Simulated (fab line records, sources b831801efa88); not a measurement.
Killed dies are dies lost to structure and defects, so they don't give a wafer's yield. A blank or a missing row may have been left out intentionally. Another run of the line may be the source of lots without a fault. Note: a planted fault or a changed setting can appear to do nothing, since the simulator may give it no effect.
Which tool did it? | flow gf180mcu | 33 wafers from 11 lots sampled at 3 of the route's 602 steps

## WHAT EACH GAUGE READ, for each wafer
GF_V3_RS_MEAS_24: measurement is done with a four-point probe.
lot  | measured     | on            | V3_W_RS (ohm/sq)
L458 | day 22 21:13 | film-metro-01 | 0.325 0.330 0.329
L460 | day 23 19:04 | film-metro-01 | 0.328 0.327 0.324
L465 | day 25 04:42 | film-metro-01 | 0.303 0.306 0.304
L466 | day 25 13:25 | film-metro-03 | 0.303 0.303 0.303
L472 | day 27 11:46 | film-metro-02 | 0.328 0.331 0.324
L474 | day 28 07:31 | film-metro-01 | 0.331 0.332 0.334
L475 | day 28 11:02 | film-metro-03 | 0.330 0.327 0.328
L476 | day 28 17:53 | film-metro-01 | 0.331 0.328 0.330
L478 | day 29 06:40 | film-metro-02 | 0.331 0.334 0.329
L479 | day 29 18:42 | film-metro-02 | 0.328 0.327 0.331
L480 | day 29 22:49 | film-metro-03 | 0.330 0.325 0.331

## TOOL THAT RAN EACH LOT (tool first, then ch and the chambers of the sampled wafers, then the start)
lot  | GF_M3_STRIP_17                       | GF_V3_CVD_23
L458 | plasma-asher-04 ch 0,1, day 21 19:49 | cvd-w-01 ch 0,1, day 22 21:06
L460 | plasma-asher-01 ch 0,1, day 22 18:31 | cvd-w-02 ch 0,1, day 23 18:57
L465 | plasma-asher-01 ch 0,1, day 24 04:04 | cvd-w-02 ch 1, day 25 04:35
L466 | plasma-asher-03 ch 0,1, day 24 13:06 | cvd-w-02 ch 0,1, day 25 13:17
L472 | plasma-asher-03 ch 0,1, day 26 13:41 | cvd-w-01 ch 0,1, day 27 11:38
L474 | plasma-asher-03 ch 0,1, day 27 09:26 | cvd-w-01 ch 0, day 28 07:22
L475 | plasma-asher-04 ch 0,1, day 27 12:55 | cvd-w-02 ch 0,1, day 28 10:56
L476 | plasma-asher-01 ch 0,1, day 27 19:35 | cvd-w-02 ch 0,1, day 28 17:45
L478 | plasma-asher-03 ch 0,1, day 28 09:20 | cvd-w-02 ch 0,1, day 29 06:32
L479 | plasma-asher-01 ch 0,1, day 28 20:26 | cvd-w-02 ch 0,1, day 29 18:35
L480 | plasma-asher-01 ch 0,1, day 29 01:46 | cvd-w-02 ch 0,1, day 29 22:41
- GF_M3_STRIP_17: strips in O2/N2.
- GF_V3_CVD_23: deposits W, target thk 350 nm, time 104.9 s.

## THE ANSWER, worked out from the rows above alone
Rule: what is usual is taken from the lots themselves. Put in order of their means at a reading, lots are off if they are a third of the lots or fewer, leave a main group of 4 or more, and stand apart from it by a gap of 3 or more times the standard deviation of the main group's means; of several such gaps the widest counts. A main group whose means are all the same, to the digits that the tables above print for the reading, isn't used. Also off: a lot with no number at a reading for which 4 or more lots have one. The other lots that the step has rows for count as sound.
Off: L465, L466, seen at GF_V3_RS_MEAS_24 (V3_W_RS). The main group: mean 0.329 ohm/sq, standard deviation 0.0017.
If a tool, at a process step before that reading, ran all the lots that are off and no sound lot after the first of them, it fits. Gauges at GF_V3_RS_MEAS_24: tried the same way as those tools. Not one of the candidates tried fits.

## WHAT THE SIMULATOR PUT IN
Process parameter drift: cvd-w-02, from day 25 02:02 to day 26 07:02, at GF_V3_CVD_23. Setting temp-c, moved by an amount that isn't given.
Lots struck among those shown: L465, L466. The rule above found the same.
